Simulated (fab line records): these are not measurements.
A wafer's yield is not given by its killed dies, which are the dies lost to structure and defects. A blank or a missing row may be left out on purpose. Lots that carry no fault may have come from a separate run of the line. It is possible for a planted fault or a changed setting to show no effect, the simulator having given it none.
Split-lot study | flow sky130 | 27 wafers read across 5 lots, on a route 708 steps long

## SPLIT DETAILS
At SKY_METAL1_DEVELOP_14 (develop time 60 s), the setting develop-time-s was moved away from the recipe's 60 s on 9 of the 27 wafers read, by -32.4% to +39.6%. The other wafers ran this setting at the recipe's value.

The file shows no step between the split and the reading.

## THE READING
cd-nm (nm) at SKY_METAL1_CD_MEAS_15, where the cd target is 140 nm. Fault-free wafers of this fab line usually give 139.8 nm, standard deviation 1.3 nm.

wafer  | tool, chamber at the split | develop-time-s as run, s | against the recipe | cd-nm, nm | against lot-mates on the recipe
L078.2 | litho-track-02, 0          | 60                       | recipe             | 141.0     | -
L078.3 | litho-track-02, 0          | 60                       | recipe             | 139.6     | -
L078.4 | litho-track-02, 0          | 60                       | recipe             | 139.2     | -
L076.1 | litho-track-02, 0          | 60                       | recipe             | 139.0     | -
L076.2 | litho-track-02, 0          | 40.56                    | -32.4%             | 146.1     | +7.7
L076.3 | litho-track-02, 0          | 40.56                    | -32.4%             | 146.4     | +8.0
L076.4 | litho-track-02, 0          | 60                       | recipe             | 138.4     | -
L076.5 | litho-track-02, 0          | 60                       | recipe             | 137.8     | -
L076.6 | litho-track-02, 0          | 40.56                    | -32.4%             | 145.9     | +7.5
L080.1 | litho-track-02, 0          | 60                       | recipe             | 141.8     | -
L080.2 | litho-track-02, 0          | 60                       | recipe             | 139.6     | -
L080.3 | litho-track-02, 0          | 60                       | recipe             | 140.3     | -
L080.4 | litho-track-02, 0          | 60                       | recipe             | 142.3     | -
L080.5 | litho-track-02, 0          | 60                       | recipe             | 139.5     | -
L080.6 | litho-track-02, 0          | 60                       | recipe             | 140.1     | -
L082.1 | litho-track-02, 0          | 41.21                    | -31.3%             | 148.2     | +7.6
L082.2 | litho-track-02, 0          | 41.21                    | -31.3%             | 147.4     | +6.8
L082.3 | litho-track-02, 0          | 41.21                    | -31.3%             | 147.7     | +7.1
L082.4 | litho-track-02, 0          | 60                       | recipe             | 140.6     | -
L082.5 | litho-track-02, 0          | 60                       | recipe             | 140.0     | -
L082.6 | litho-track-02, 0          | 60                       | recipe             | 141.1     | -
L085.1 | litho-track-03, 0          | 83.75                    | +39.6%             | 130.9     | -7.9
L085.2 | litho-track-03, 0          | 60                       | recipe             | 140.1     | -
L085.3 | litho-track-03, 0          | 83.75                    | +39.6%             | 132.3     | -6.5
L085.4 | litho-track-03, 0          | 83.75                    | +39.6%             | 130.0     | -8.8
L085.5 | litho-track-03, 0          | 60                       | recipe             | 138.2     | -
L085.6 | litho-track-03, 0          | 60                       | recipe             | 138.0     | -

FIT RESULTS
A straight line over all 27 wafers: cd-nm changes by -0.222 nm for each +1% of develop-time-s; r = -0.97; the points scatter about the line by 1.2 nm.
The same after taking each lot's own level away (the mean of its wafers on the recipe; 27 wafers): -0.216 nm for each +1%; r = -0.98; scatter 0.87 nm.
That fit puts the effect of the largest move of develop-time-s on the reading at 8.5 nm.
Across the lots, their own levels run from 138.40 to 140.60 nm, a range of 1.7 times the standard deviation given above.
The two slopes agree, so the slope changes little with the lot-to-lot level.
Check: for one of the wafers moved furthest among these (+39.6%), held out of the fit, the line's prediction against its lot-mates is -8.42 nm. It came out at -7.87 nm against them.

## THE WHOLE CHAIN: every reading that the file lists as answering this split, in the file's order
step                     | what it does                                                                    | reading                                                       | change (the file's fit)               | r (the file's)
SKY_METAL1_CD_MEAS_15    | target cd 140 nm                                                                | cd-nm                                                         | -0.217 nm for each +1% of the setting | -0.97
SKY_METAL1_DESCUM_17     | chemistry O2, time 8 s                                                          | METAL1.cd-nm (the simulator's own value, which no gauge read) | -0.216 nm for each +1% of the setting | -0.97
SKY_METAL1_ETCH_18       | etches BARC in N2/H2, stops on SiO2, time 45.9 s, target depth 60 nm            | METAL1.cd-nm (the simulator's own value, which no gauge read) | -0.195 nm for each +1% of the setting | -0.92
SKY_METAL1_METAL_ETCH_19 | etches the open film in Cl2/BCl3, stops on SiO2, target depth 360 nm, time 78 s | METAL1.cd-nm (the simulator's own value, which no gauge read) | -0.228 nm for each +1% of the setting | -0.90

## FILE'S OWN FIT
cd-nm changes by -0.217 nm for each +1% of develop-time-s, r = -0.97.
